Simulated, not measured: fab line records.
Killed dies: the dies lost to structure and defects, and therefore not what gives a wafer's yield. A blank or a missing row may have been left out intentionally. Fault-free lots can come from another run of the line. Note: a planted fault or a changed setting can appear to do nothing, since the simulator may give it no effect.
What tool caused it? + flow sky130 + 10 lots, 29 wafers sampled, at 6 steps of a route of 708

WHAT EACH GAUGE READ, for each wafer
SKY_VIA1_CD_MEAS_12: target cd 150 nm. Usual: cd_nm at 149.9 nm, with a standard deviation of 2.1.
| lot  | measured     | on        | cd_nm (nm)        | flag |
|------|--------------|-----------|-------------------|------|
| L102 | day 34 01:44 | cd_sem-02 | 152.2 149.7 152.8 |      |
| L105 | day 34 22:22 | cd_sem-01 | 152.2 151.0 150.8 |      |
| L106 | day 35 07:17 | cd_sem-02 | 148.2 149.3 147.6 |      |
| L107 | day 35 20:35 | cd_sem-02 | 150.5 150.1 149.4 |      |
| L108 | day 36 20:15 | cd_sem-01 | 153.7 151.2 152.4 |      |
| L111 | day 37 07:52 | cd_sem-02 | 147.7 149.3 149.6 |      |
| L112 | day 37 10:06 | cd_sem-02 | 153.6 154.1 155.6 |      |
| L113 | day 37 14:26 | cd_sem-02 | 148.1 147.3 148.9 |      |
| L118 | day 39 02:16 | cd_sem-01 | 149.5 149.1       |      |
| L125 | day 41 01:01 | cd_sem-02 | 152.3 150.2 150.5 |      |

SKY_VIA3_RS_MEAS_22: a four-point-probe measurement. Usual: VIA3_W_RS gives 0.290 ohm/sq (standard deviation 0.0066).
| lot  | measured     | on            | VIA3_W_RS (ohm/sq)      | flag |
|------|--------------|---------------|-------------------------|------|
| L102 | day 39 18:07 | film_metro-04 | 0.297 0.280 0.297       |      |
| L105 | day 40 14:57 | film_metro-01 | 0.296 0.288 0.281       |      |
| L106 | day 40 23:25 | film_metro-03 | 0.297 0.295 0.297       |      |
| L107 | day 41 11:02 | film_metro-04 | 0.292 0.297 0.298       |      |
| L108 | day 42 08:32 | film_metro-03 | 0.293 0.291 0.293       |      |
| L111 | day 42 17:53 | film_metro-04 | 0.293 0.298 0.294       |      |
| L112 | day 42 21:16 | film_metro-04 | 0.297 0.295 0.297       |      |
| L113 | day 43 01:42 | film_metro-01 | 0.294 0.293 0.291       |      |
| L118 | day 44 09:29 | film_metro-03 | 0.257 0.296 0.258 0.295 |      |
| L125 | day 46 02:23 | film_metro-04 | 0.279 0.295 0.291       |      |

SKY_VIA3_THK_MEAS_23: measures by xrf. Usual: VIA3_W_THK gives 390 nm (standard deviation 9.4).
| lot  | measured     | on            | VIA3_W_THK (nm) | flag |
|------|--------------|---------------|-----------------|------|
| L102 | day 39 18:12 | film_metro-04 | 386 413 384     |      |
| L105 | day 40 15:04 | film_metro-01 | 378 385 396     |      |
| L106 | day 40 23:31 | film_metro-03 | 376 380 377     |      |
| L107 | day 41 11:09 | film_metro-04 | 391 382 381     |      |
| L108 | day 42 08:40 | film_metro-03 | 380 382 379     |      |
| L111 | day 42 17:59 | film_metro-04 | 390 387 391     |      |
| L112 | day 42 21:23 | film_metro-04 | 388 390 385     |      |
| L113 | day 43 01:49 | film_metro-01 | 381 385 383     |      |
| L118 | day 44 15:32 | film_metro-03 | 431 377 430 374 |      |
| L125 | day 46 02:31 | film_metro-04 | 409 387 391     |      |

WHICH TOOL RAN EACH LOT (tool, then ch and the chambers of the sampled wafers, then the start)
| lot  | SKY_CONTACT_CVD_24            | SKY_METAL1_METAL_ETCH_19          | SKY_VIA3_CVD_21               |
|------|-------------------------------|-----------------------------------|-------------------------------|
| L102 | cvd_w-01 ch 0,1, day 31 16:56 | rie_metal-02 ch 0,1, day 32 20:52 | cvd_w-01 ch 0,1, day 39 17:58 |
| L105 | cvd_w-01 ch 0,1, day 32 15:20 | rie_metal-04 ch 0,1, day 33 18:38 | cvd_w-01 ch 0,1, day 40 14:50 |
| L106 | cvd_w-02 ch 0,1, day 32 23:08 | rie_metal-04 ch 0,1, day 34 02:57 | cvd_w-02 ch 1, day 40 23:16   |
| L107 | cvd_w-02 ch 0,1, day 33 13:37 | rie_metal-03 ch 0,1, day 34 16:34 | cvd_w-02 ch 0,1, day 41 10:54 |
| L108 | cvd_w-02 ch 0,1, day 34 13:18 | rie_metal-04 ch 0,1, day 35 16:58 | cvd_w-02 ch 0,1, day 42 08:25 |
| L111 | cvd_w-01 ch 0,1, day 35 01:32 | rie_metal-04 ch 0,1, day 36 04:46 | cvd_w-02 ch 0,1, day 42 17:46 |
| L112 | cvd_w-02 ch 0, day 35 03:30   | rie_metal-02 ch 0,1, day 36 06:56 | cvd_w-02 ch 0,1, day 42 21:08 |
| L113 | cvd_w-01 ch 0,1, day 35 07:49 | rie_metal-04 ch 0,1, day 36 10:55 | cvd_w-02 ch 0,1, day 43 01:34 |
| L118 | cvd_w-01 ch 0,1, day 36 20:29 | rie_metal-02 ch 1, day 37 23:35   | cvd_w-02 ch 0, day 44 09:20   |
| L125 | cvd_w-02 ch 0,1, day 38 20:19 | rie_metal-03 ch 0,1, day 39 22:28 | cvd_w-01 ch 0,1, day 46 02:16 |
- SKY_CONTACT_CVD_24: deposits W, target thk 340 nm, time 102.12 s.
- SKY_METAL1_METAL_ETCH_19: etches the open film in Cl2/BCl3, stops on SiO2, target depth 360 nm, time 78 s.
- SKY_VIA3_CVD_21: deposits W, target thk 390 nm, time 117.31 s.

AS READ BY THE TOOLS THEMSELVES (means over the sampled wafers that have a number; for cases with no such wafer, the mark the record gives instead)
SKY_CONTACT_CVD_24. Usual: heater_power_outer_w 534 W, standard deviation 80; heater_power_w 866 W, standard deviation 81; susceptor_temp_C 399.99 C, standard deviation 0.21.
| lot  | tool     | heater_power_outer_w (W) | heater_power_w (W) | susceptor_temp_C (C) | flag |
|------|----------|--------------------------|--------------------|----------------------|------|
| L102 | cvd_w-01 | 599                      | 932                | 399.80               |      |
| L105 | cvd_w-01 | 549                      | 919                | 399.98               |      |
| L106 | cvd_w-02 | 512                      | 832                | 399.95               |      |
| L107 | cvd_w-02 | 531                      | 843                | 399.79               |      |
| L108 | cvd_w-02 | 521                      | 842                | 399.84               |      |
| L111 | cvd_w-01 | 568                      | 923                | 400.04               |      |
| L112 | cvd_w-02 | 424                      | 755                | 400.06               |      |
| L113 | cvd_w-01 | 601                      | 930                | 400.03               |      |
| L118 | cvd_w-01 | 589                      | 936                | 399.94               |      |
| L125 | cvd_w-02 | 471                      | 790                | 400.11               |      |

SKY_METAL1_METAL_ETCH_19. Usual: drypump_motor_current_A 5.7 A, standard deviation 0.36; oes_product_au 0.855 a.u., standard deviation 0.0058; throttle_valve_pct 22.263 %, standard deviation 0.009.
| lot  | tool         | drypump_motor_current_A (A) | oes_product_au (a.u.) | throttle_valve_pct (%) | flag |
|------|--------------|-----------------------------|-----------------------|------------------------|------|
| L102 | rie_metal-02 | 5.3                         | 0.853                 | 22.264                 |      |
| L105 | rie_metal-04 | 5.6                         | 0.854                 | 22.257                 |      |
| L106 | rie_metal-04 | 5.6                         | 0.862                 | 22.261                 |      |
| L107 | rie_metal-03 | 6.0                         | 0.857                 | 22.269                 |      |
| L108 | rie_metal-04 | 5.6                         | 0.863                 | 22.268                 |      |
| L111 | rie_metal-04 | 5.6                         | 0.849                 | 22.257                 |      |
| L112 | rie_metal-02 | 5.7                         | 0.857                 | 22.271                 |      |
| L113 | rie_metal-04 | 5.6                         | 0.859                 | 22.258                 |      |
| L118 | rie_metal-02 | 6.0                         | 0.848                 | 22.257                 |      |
| L125 | rie_metal-03 | 6.1                         | 0.852                 | 22.265                 |      |

SKY_VIA3_CVD_21. Usual: heater_power_outer_w 522 W, standard deviation 70; heater_power_w 843 W, standard deviation 64; susceptor_temp_C 399.98 C, standard deviation 0.22.
| lot  | tool     | heater_power_outer_w (W) | heater_power_w (W) | susceptor_temp_C (C) | flag |
|------|----------|--------------------------|--------------------|----------------------|------|
| L102 | cvd_w-01 | 565                      | 891                | 399.92               |      |
| L105 | cvd_w-01 | 553                      | 870                | 399.77               |      |
| L106 | cvd_w-02 | 577                      | 886                | 400.05               |      |
| L107 | cvd_w-02 | 528                      | 846                | 399.95               |      |
| L108 | cvd_w-02 | 527                      | 835                | 400.27               |      |
| L111 | cvd_w-02 | 534                      | 843                | 399.86               |      |
| L112 | cvd_w-02 | 539                      | 847                | 399.99               |      |
| L113 | cvd_w-02 | 527                      | 852                | 400.00               |      |
| L118 | cvd_w-02 | 429                      | 764                | 400.01               |      |
| L125 | cvd_w-01 | 564                      | 858                | 399.87               |      |

THE ANSWER, worked out from the rows above alone
Rule: a lot is off if the mean of its wafers that have a number lies more than 3 standard deviations from the usual mean. Also off: a lot with no number at a reading for which 4 or more lots have one. The other lots that the step has rows for count as sound. The gauges are gone through in route order, then the tools' own readings, and for those a lot's mean is taken as printed above. At the first step where some lot is off, the reading lying furthest off is the one used; lots without a number count as furthest.
No lot is off at any reading shown: from this, nothing can be told.

WHAT THE SIMULATOR HAD INSERTED
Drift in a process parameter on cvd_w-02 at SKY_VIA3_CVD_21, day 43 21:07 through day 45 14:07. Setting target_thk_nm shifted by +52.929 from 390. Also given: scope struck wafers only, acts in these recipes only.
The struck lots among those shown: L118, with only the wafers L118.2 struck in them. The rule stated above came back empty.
